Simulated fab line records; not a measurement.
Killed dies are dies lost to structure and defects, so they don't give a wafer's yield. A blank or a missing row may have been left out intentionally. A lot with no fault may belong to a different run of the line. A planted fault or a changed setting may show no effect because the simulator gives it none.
fab line records -- flow gf180mcu -- part 2 of 2: steps 28 to 36 of 36
[record] lots = 5, wafers = 15, last-day = 34
route steps=602 shown LVPWELL@138 MVPSD@139 VT_IMPLANT@140 DUAL_GATE@141 POLY_GATE@157
lots untouched by any fault: they come from a run of this same line in which no faults occurred
start-h: start of the lot's first displayed wafer, in hours after the record's first day -- wait-h: time in hours since the lot's previous step -- " the same as in the row above -- L1.1+2: several wafers, shown together as one row -- - either no value or no given start -- * or withheld: withheld -- < > ~ a bound
route shown NAME@n: a module of which the file shows steps, and the number in the route of the first -- usual: the fault-free wafers' mean and standard deviation -- same: alike in all rows -- chamber/n: place in a boat -- sites: readings site by site -- _std_site: standard deviation of those values -- _edge_site: outer sites' mean less inner sites' -- radius-mm: for every site, how far away it sits from the centre of the wafer -- mask NAME#n: copy n -- behind: tool/chamber where the wafer was last shaped -- hold: cause of the lot's hold/its duration in hours/its outcome -- device: the transistor (n, p or np) that didn't switch -- end of line: tests of these same wafers at the route's end -- for a step that has no rows: nothing shown but its recipe -- killed: not the wafer's yield, but the dies lost to structure and defects at the first sort -- map: per-die view of a wafer (x killed, . not killed, _ where there is no die)
set.NAME: the setting as run; set.NAME@STEP: as run at that earlier step -- model.NAME: the simulator's own value behind a step, which no gauge read
lots at some steps of the route; a table a step, a row a wafer
services: when a tool's chamber went out of use (start-h, in hours from the record's first day, below 0 if earlier), for how many hours, and the reason
[[steps]]
[step GF_POLY_GATE_PEB_08]
[recipe] peb-temp-c = 135, peb-time-s = 90, resist = KrF
[usual] resist-line-temp-C = 22.99/0.1
lot.wafer,tool,chamber,start-h,wait-h,resist-line-temp-C
L078.2,litho-track-03,0,-,-,22.92
L078.3,litho-track-03,0,-,-,23.02
L078.5,litho-track-03,0,-,-,23.01
L082.1,litho-track-01,0,-,-,23.09
L082.4,litho-track-01,0,-,-,22.91
L082.5,litho-track-01,0,-,-,22.95
L087.2,litho-track-04,0,-,-,22.87
L087.4,litho-track-04,0,-,-,22.86
L087.6,litho-track-04,0,-,-,22.92
L094.1,litho-track-04,0,-,-,23.04
L094.5,litho-track-04,0,-,-,22.97
L094.6,litho-track-04,0,-,-,22.89
L095.1,litho-track-04,0,-,-,22.96
L095.4,litho-track-04,0,-,-,22.83
L095.5,litho-track-04,0,-,-,22.93
[step GF_POLY_GATE_DEVELOP_09]
[recipe] develop-time-s = 60, resist = KrF, dev-temp-c = 21
[usual] resist-line-temp-C = 23.00/0.11
lot.wafer,tool,chamber,start-h,wait-h,resist-line-temp-C
L078.2,litho-track-03,0,226.74,0.2,23.22
L078.3,litho-track-03,0,226.74,0.2,23.00
L078.5,litho-track-03,0,226.74,0.2,23.06
L082.1,litho-track-01,0,254.76,0.2,23.01
L082.4,litho-track-01,0,254.76,0.2,22.89
L082.5,litho-track-01,0,254.76,0.2,22.92
L087.2,litho-track-04,0,291.70,0.2,22.98
L087.4,litho-track-04,0,291.70,0.2,23.06
L087.6,litho-track-04,0,291.70,0.2,23.06
L094.1,litho-track-04,0,343.28,0.2,23.03
L094.5,litho-track-04,0,343.28,0.2,23.11
L094.6,litho-track-04,0,343.28,0.2,23.01
L095.1,litho-track-04,0,351.13,0.2,23.06
L095.4,litho-track-04,0,351.13,0.2,23.10
L095.5,litho-track-04,0,351.13,0.2,23.00
[step GF_POLY_GATE_CD_MEAS_10]
[recipe] target-cd-nm = 280
[usual] cd-nm = 279.8/1.4
lot.wafer,tool,chamber,start-h,wait-h,cd-nm
L078.2,cd-sem-02,-,226.88,0.1,280.3
L078.3,cd-sem-02,-,226.88,0.1,279.7
L078.5,cd-sem-02,-,226.88,0.1,280.4
L082.1,cd-sem-01,-,254.91,0.1,279.5
L082.4,cd-sem-01,-,254.91,0.1,278.5
L082.5,cd-sem-01,-,254.91,0.1,280.3
L087.2,cd-sem-01,-,291.85,0.1,279.3
L087.4,cd-sem-01,-,291.85,0.1,279.9
L087.6,cd-sem-01,-,291.85,0.1,278.8
L094.1,cd-sem-02,-,343.43,0.1,277.9
L094.5,cd-sem-02,-,343.43,0.1,277.4
L094.6,cd-sem-02,-,343.43,0.1,278.5
L095.1,cd-sem-02,-,351.28,0.1,279.1
L095.4,cd-sem-02,-,351.28,0.1,279.6
L095.5,cd-sem-02,-,351.28,0.1,279.7
[step GF_POLY_GATE_OVL_MEAS_11]
[usual] POLY_GATE_OVL = -3/5.5
lot.wafer,tool,chamber,start-h,wait-h,POLY_GATE_OVL[nm]
L078.2,overlay-01,-,226.99,0.1,-6
L078.3,overlay-01,-,226.99,0.1,1
L078.5,overlay-01,-,226.99,0.1,3
L082.1,overlay-01,-,255.03,0.1,-2
L082.4,overlay-01,-,255.03,0.1,-4
L082.5,overlay-01,-,255.03,0.1,-2
L087.2,overlay-01,-,291.95,0.1,-7
L087.4,overlay-01,-,291.95,0.1,-7
L087.6,overlay-01,-,291.95,0.1,-9
L094.1,overlay-02,-,343.55,0.1,-3
L094.5,overlay-02,-,343.55,0.1,2
L094.6,overlay-02,-,343.55,0.1,1
L095.1,overlay-01,-,351.40,0.1,-2
L095.4,overlay-01,-,351.40,0.1,-3
L095.5,overlay-01,-,351.40,0.1,-1
[step GF_POLY_GATE_ETCH_12]
[recipe] chemistry = N2/H2, target-depth-a = withheld, overetch-a = withheld, time-s = withheld, target = BARC, ion-energy-ev = 200, source-w = 500, bias-w = 100, pressure-mtorr = 30, n2-flow-sccm = 100, h2-flow-sccm = 200
[usual] drypump-motor-current-A = 5.8/0.34, oes-product-au = 0.735/0.0052, rf-fwd-power-W = 495.6/2.1, throttle-valve-pct = 13.215/0.0093
lot.wafer,tool,chamber,start-h,wait-h,drypump-motor-current-A,oes-product-au,rf-fwd-power-W,throttle-valve-pct
L078.2,rie-diel-03,2,227.02,0.0,5.9,0.725,494.8,13.223
L078.3,rie-diel-03,0,227.02,0.0,5.3,0.734,497.3,13.234
L078.5,rie-diel-03,1,227.02,0.0,6.3,0.742,491.9,13.221
L082.1,rie-diel-02,2,255.06,0.0,5.9,0.732,495.6,13.217
L082.4,rie-diel-02,1,255.06,0.0,5.4,0.728,490.7,13.216
L082.5,rie-diel-02,2,255.06,0.0,5.9,0.736,495.1,13.200
L087.2,rie-diel-04,3,291.98,0.0,5.4,0.731,490.8,13.208
L087.4,rie-diel-04,1,291.98,0.0,5.7,0.736,497.8,13.209
L087.6,rie-diel-04,3,291.98,0.0,5.4,0.743,492.1,13.207
L094.1,rie-diel-04,2,343.58,0.0,5.5,0.731,496.8,13.232
L094.5,rie-diel-04,0,343.58,0.0,6.1,0.730,497.3,13.230
L094.6,rie-diel-04,1,343.58,0.0,5.7,0.730,498.5,13.212
L095.1,rie-diel-02,3,351.43,0.0,6.0,0.736,493.3,13.219
L095.4,rie-diel-02,2,351.43,0.0,5.9,0.731,496.4,13.214
L095.5,rie-diel-02,0,351.43,0.0,6.1,0.735,497.5,13.202
[step GF_POLY_GATE_ETCH_13]
[recipe] target = poly-Si, target-depth-nm = 198.5, stop-on = SiO2, over-etch-frac = 0.403, chemistry = HBr/Cl2, icp-w = 400, bias-w = 100, pressure-mtorr = 10, HBr_flow_sccm = 150, Cl2_flow_sccm = 50, time-s = 69.6
[usual] drypump-motor-current-A = 5.5/0.48, oes-product-au = 0.987/0.0074, rf-fwd-power-W = 397.4/1.4, throttle-valve-pct = 33.684/0.0099
lot.wafer,tool,chamber,start-h,wait-h,drypump-motor-current-A,oes-product-au,rf-fwd-power-W,rf-hours-counter-h,throttle-valve-pct
L078.2,rie-si-02,2,227.07,-,4.8,0.979,398.0,92,33.669
L078.3,rie-si-02,3,227.07,-,6.2,0.978,395.5,2,33.679
L078.5,rie-si-02,2,227.07,-,4.8,0.982,398.4,-,33.691
L082.1,rie-si-01,3,255.12,-,5.4,0.993,398.0,58,33.689
L082.4,rie-si-01,2,255.12,-,5.2,0.981,397.2,1,33.674
L082.5,rie-si-01,1,255.12,-,6.1,0.992,394.3,-,33.683
L087.2,rie-si-01,2,292.03,-,5.2,0.989,397.2,1,33.692
L087.4,rie-si-01,3,292.03,-,5.4,0.994,396.8,58,33.695
L087.6,rie-si-01,1,292.03,-,6.1,0.989,398.1,-,33.698
L094.1,rie-si-02,1,343.63,-,5.4,0.990,398.0,88,33.682
L094.5,rie-si-02,3,343.63,-,6.2,0.990,395.8,-,33.688
L094.6,rie-si-02,0,343.63,-,5.6,0.987,397.2,-,33.685
L095.1,rie-si-01,1,351.48,-,6.1,0.987,398.2,6,33.682
L095.4,rie-si-01,2,351.48,-,5.2,0.987,396.2,2,33.683
L095.5,rie-si-01,2,351.48,-,5.2,0.984,395.9,-,33.676
[step GF_POLY_GATE_STRIP_14]
[recipe] chemistry = O2/N2, power-w = 1400, pressure-mtorr = 1500, platen-temp-c = 250, o2-flow-sccm = 3000, n2-flow-sccm = 300, overash-fraction = 0.5
[usual] drypump-motor-current-A = 5.9/0.59, heater-power-w = 349/32, oes-product-au = 0.504/0.0049
lot.wafer,tool,chamber,start-h,wait-h,drypump-motor-current-A,heater-power-w,oes-product-au,rf-hours-counter-h
L078.2,plasma-asher-03,1,227.12,0.0,6.4,362,0.513,43
L078.3,plasma-asher-03,1,227.12,0.0,6.4,354,0.507,-
L078.5,plasma-asher-03,1,227.12,0.0,6.4,367,0.498,-
L082.1,plasma-asher-01,1,255.17,0.0,5.4,306,0.504,58
L082.4,plasma-asher-01,1,255.17,0.0,5.4,307,0.505,-
L082.5,plasma-asher-01,1,255.17,0.0,5.4,308,0.508,-
L087.2,plasma-asher-02,1,292.09,0.0,6.7,336,0.505,66
L087.4,plasma-asher-02,0,292.09,0.0,5.2,343,0.512,-
L087.6,plasma-asher-02,0,292.09,0.0,5.2,344,0.501,-
L094.1,plasma-asher-02,1,343.69,0.0,6.7,335,0.505,72
L094.5,plasma-asher-02,1,343.69,0.0,6.7,340,0.500,-
L094.6,plasma-asher-02,0,343.69,0.0,5.2,345,0.499,-
L095.1,plasma-asher-02,1,351.54,0.0,6.7,338,0.490,72
L095.4,plasma-asher-02,0,351.54,0.0,5.2,347,0.500,-
L095.5,plasma-asher-02,1,351.54,0.0,6.7,339,0.502,-
[step GF_POLY_GATE_CLEAN_15]
[recipe] chemistry = SC1/SC2, mix = 1:4:20, temp-c = 70, time-s = 150, dry = n2-spin
lot.wafer,tool,chamber,start-h,wait-h
L078.2+3+5,wet-bench-04,0,227.22,0.1
L082.1+4+5,wet-bench-04,3,255.27,0.1
L087.2+4+6,wet-bench-01,1,292.19,0.1
L094.1+5+6,wet-bench-01,0,343.79,0.1
L095.1+4+5,wet-bench-01,0,351.64,0.1
[step GF_POLY_GATE_OXIDATION_16]
[recipe] temp-c = 850, ambient = O2, stabilise-s = 600, purge-s = 300, target-thk-a = 40, ox-time-s = 899
[usual] spike-tc-top-C = 858/6
lot.wafer,tool,chamber,start-h,wait-h,spike-tc-top-C
L078.2,furnace-02,0,230.20,2.9,852
L078.3,furnace-02,0,230.20,2.9,851
L078.5,furnace-02,0,230.20,2.9,852
L082.1,furnace-02,0,256.38,1.1,852
L082.4,furnace-02,0,256.38,1.1,850
L082.5,furnace-02,0,256.38,1.1,853
L087.2,furnace-01,0,293.43,1.2,864
L087.4,furnace-01,0,293.43,1.2,863
L087.6,furnace-01,0,293.43,1.2,866
L094.1,furnace-02,0,345.01,1.2,851
L094.5,furnace-02,0,345.01,1.2,850
L094.6,furnace-02,0,345.01,1.2,852
L095.1,furnace-01,0,353.08,1.4,865
L095.4,furnace-01,0,353.08,1.4,864
L095.5,furnace-01,0,353.08,1.4,862
[[services]]
tool,chamber,start-h,hours,kind
krf-scanner-01,-,162.79,1.0,pm
furnace-02,-,163.07,1.7,pm
krf-scanner-01,-,180.49,0.8,pm
furnace-02,-,185.06,3.5,pm
plasma-asher-02,-,186.13,7.7,repair
wet-bench-01,-,186.37,1.9,pm
furnace-01,-,189.19,3.3,pm
rie-si-01,-,197.59,0.7,repair
plasma-asher-04,-,214.02,7.5,repair
furnace-02,-,219.89,7.8,pm
wet-bench-01,-,221.27,0.9,repair
krf-scanner-01,-,274.36,1.3,pm
iline-stepper-02,-,274.42,1.7,pm
krf-scanner-01,-,276.59,4.1,repair
wet-bench-04,-,277.48,54.8,pm
krf-scanner-01,-,289.18,3.6,pm
furnace-01,-,306.54,2.6,repair
krf-scanner-01,-,307.67,0.6,repair
lpcvd-01,-,317.23,6.0,pm
plasma-asher-04,-,317.49,0.5,repair
wet-bench-01,-,320.49,11.3,repair
plasma-asher-04,-,321.01,0.4,repair
krf-scanner-01,-,331.79,1.0,pm
lpcvd-01,-,334.60,2.8,pm
